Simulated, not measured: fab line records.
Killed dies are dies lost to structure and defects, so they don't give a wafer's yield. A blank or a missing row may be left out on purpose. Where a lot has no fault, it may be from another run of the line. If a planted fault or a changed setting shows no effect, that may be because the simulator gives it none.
Chamber matching | flow sky130 | 4 sister chambers for SKY_VIA2_ETCH_15 on rie diel-03
The step etches SiO2 in C4F8/O2/Ar, stops on TiN, target depth 546 nm, time 84 s. 16 wafers are shown with their chamber, then 8 later ones without.

## WAFERS PAIRED WITH THEIR CHAMBERS
wafer  | chamber | oes product au (a.u.)
L075.2 | 0       | 0.945
L075.3 | 2       | 0.926
L075.6 | 1       | 0.933
L077.3 | 2       | 0.937
L077.4 | 1       | 0.942
L077.5 | 3       | 0.940
L078.1 | 0       | 0.943
L078.4 | 1       | 0.938
L078.6 | 1       | 0.940
L080.2 | 2       | 0.940
L080.4 | 1       | 0.938
L080.6 | 0       | 0.939
L084.4 | 2       | 0.946
L084.5 | 3       | 0.942
L084.6 | 0       | 0.936
L087.2 | 0       | 0.937

SIGNATURES, as means of the wafers listed above
reading        | chamber 0 | chamber 1 | chamber 2 | chamber 3 | scatter within a chamber
oes product au | 0.94000   | 0.93820   | 0.93725   | 0.94100   | 0.00514
Rule: a wafer's distance from a chamber is the root of the sum, over the readings, of the square of ((its reading less the chamber's mean) divided by the reading's scatter). If the next closest chamber is less than 2 further off than the closest, the wafer can't be placed; otherwise it belongs to the closest. The scatter: take each reading less its chamber's mean, square it, sum over the shown wafers, divide by the number of wafers less the number of chambers, and take the root.

## WAFERS WITHOUT THEIR CHAMBER
wafer  | oes product au (a.u.)
L087.3 | 0.940
L087.4 | 0.937
L093.1 | 0.939
L093.3 | 0.947
L093.5 | 0.938
L095.1 | 0.943
L095.3 | 0.941
L095.6 | 0.946

## CHAMBER TAKEN BY EACH
wafer  | from the rows above               | in truth
L087.3 | can't be placed: 0 or 3 or 1 or 2 | 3
L087.4 | can't be placed: 2 or 1 or 0 or 3 | 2
L093.1 | can't be placed: 1 or 0 or 2 or 3 | 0
L093.3 | can't be placed: 3 or 0 or 1 or 2 | 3
L093.5 | can't be placed: 1 or 2 or 0 or 3 | 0
L095.1 | can't be placed: 3 or 0 or 1 or 2 | 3
L095.3 | can't be placed: 3 or 0 or 1 or 2 | 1
L095.6 | can't be placed: 3 or 0 or 1 or 2 | 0
Correctly placed: 0 of 8. From these rows, 8 cannot be placed; in 8 the true chamber is one of the candidates. Number placed wrongly: 0.
